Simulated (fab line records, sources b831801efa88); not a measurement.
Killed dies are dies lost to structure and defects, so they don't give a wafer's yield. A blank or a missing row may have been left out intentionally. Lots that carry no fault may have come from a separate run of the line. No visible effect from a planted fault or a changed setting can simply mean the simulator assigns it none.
Split-lot study	flow sfqLine	5 lots, 23 wafers read, on a route of 325 steps

== SPLIT DETAILS ==
At SFQ_TRILAYER_M7_BARC_OPEN_METAL_ETCH_229 (etches BARC in O2, target depth 125 nm, time 41.7 s), the setting icpW was moved away from the recipe's 600 W on 6 of the 23 wafers read, by -4.4% to +10.7%. For the rest of the wafers, this setting stayed at what the recipe calls for.

The file shows no step between the split and the reading.

== THE READING ==
KrF_of_TRILAYER_M7_LITHO_COAT_177.thkNm (the simulator's own value, which no gauge read), in nm, at SFQ_TRILAYER_M7_ETCH_METAL_ETCH_180 (etches Nb in Cl2/Ar, stops on SiO2, target depth 240 nm, time 120 s). The file does not state a usual value for it. Here, 17 wafers ran the recipe; their average is 381.4 nm with a standard deviation of 2 nm.

wafer	tool, chamber at the split	icpW as run, W	against the recipe	KrF_of_TRILAYER_M7_LITHO_COAT_177.thkNm, nm	against lot-mates on the recipe
L074.2	rieMetal-01, 0	600	recipe	378.5	-
L074.3	rieMetal-01, 1	600	recipe	380.6	-
L074.4	rieMetal-01, 0	600	recipe	380.2	-
L074.5	rieMetal-01, 1	600	recipe	379.9	-
L074.6	rieMetal-01, 0	600	recipe	381.3	-
L076.1	rieMetal-01, 0	600	recipe	379.8	-
L076.2	rieMetal-01, 1	600	recipe	380.5	-
L076.3	rieMetal-01, 0	600	recipe	382.5	-
L076.4	rieMetal-01, 1	600	recipe	380.4	-
L076.6	rieMetal-01, 0	600	recipe	381.1	-
L077.2	rieMetal-03, 1	664.1	+10.7%	373.2	-6.4
L077.3	rieMetal-03, 1	664.1	+10.7%	372.1	-7.5
L077.4	rieMetal-03, 1	600	recipe	380.6	-
L077.5	rieMetal-03, 1	600	recipe	378.6	-
L077.6	rieMetal-03, 1	664.1	+10.7%	374.5	-5.1
L079.1	rieMetal-02, 0	573.4	-4.4%	385.2	+3.0
L079.3	rieMetal-02, 1	600	recipe	381.3	-
L079.4	rieMetal-02, 0	573.4	-4.4%	384.9	+2.7
L079.5	rieMetal-02, 0	573.4	-4.4%	384.3	+2.1
L079.6	rieMetal-02, 1	600	recipe	383.1	-
L083.1	rieMetal-02, 1	600	recipe	384.4	-
L083.2	rieMetal-02, 0	600	recipe	384.7	-
L083.6	rieMetal-02, 0	600	recipe	385.7	-

THE FIT
A straight line over all 23 wafers: KrF_of_TRILAYER_M7_LITHO_COAT_177.thkNm changes by -0.761 nm for each +1% of icpW; r = -0.87; the points scatter about the line by 1.8 nm.
The same after taking each lot's own level away (the mean of its wafers on the recipe; 23 wafers): -0.592 nm for each +1%; r = -0.94; scatter 0.88 nm.
That fit puts the effect of the largest move of icpW on the reading at 6.3 nm.
Across the lots, their own levels run from 379.60 to 384.93 nm, a range of 2.7 times the standard deviation given above.
Thus the slope moves with the lot-to-lot level: the two fits are different.
Check: -6.29 nm against its lot-mates is what the line predicts for one of the wafers moved furthest among these (+10.7%) when that wafer is left out of the fit. Against them it came out at -6.4 nm.

== FURTHER SPLITS ON THESE WAFERS ==
Note: prior to the reading, these wafers also went through further splits. Each is held against what the fit with the lots' levels taken away leaves over:
other split on the same wafers	wafers away from the commonest value	r with KrF_of_TRILAYER_M7_LITHO_COAT_177.thkNm (lot level and that fit taken away)
SFQ_TRILAYER_M6_LITHO_COAT_164 resistThkNm	10	-0.40
SFQ_TRILAYER_M6_LITHO_PEB_162 pebTempC	11	-0.15
SFQ_TRILAYER_I6_VIA_LITHO_COAT_174 resistThkNm	6	-0.08
SFQ_TRILAYER_M7_LITHO_COAT_182 spinRpm	7	-0.43

== THE WHOLE CHAIN: every reading that the file lists as answering this split, in the file's order ==
step	what it does	reading	change (the file's fit)	r (the file's)
SFQ_TRILAYER_M7_BARC_OPEN_METAL_ETCH_229	etches BARC in O2, target depth 125 nm, time 41.7 s	KrF_of_TRILAYER_M7_LITHO_COAT_177.thkNm (the simulator's own value, which no gauge read)	-0.555 nm for each +1% of the setting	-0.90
SFQ_TRILAYER_M7_ETCH_METAL_ETCH_180	etches Nb in Cl2/Ar, stops on SiO2, target depth 240 nm, time 120 s	KrF_of_TRILAYER_M7_LITHO_COAT_177.thkNm (the simulator's own value, which no gauge read)	-0.591 nm for each +1% of the setting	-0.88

== THE FILE'S OWN FIT ==
KrF_of_TRILAYER_M7_LITHO_COAT_177.thkNm changes by -0.591 nm for each +1% of icpW, r = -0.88.
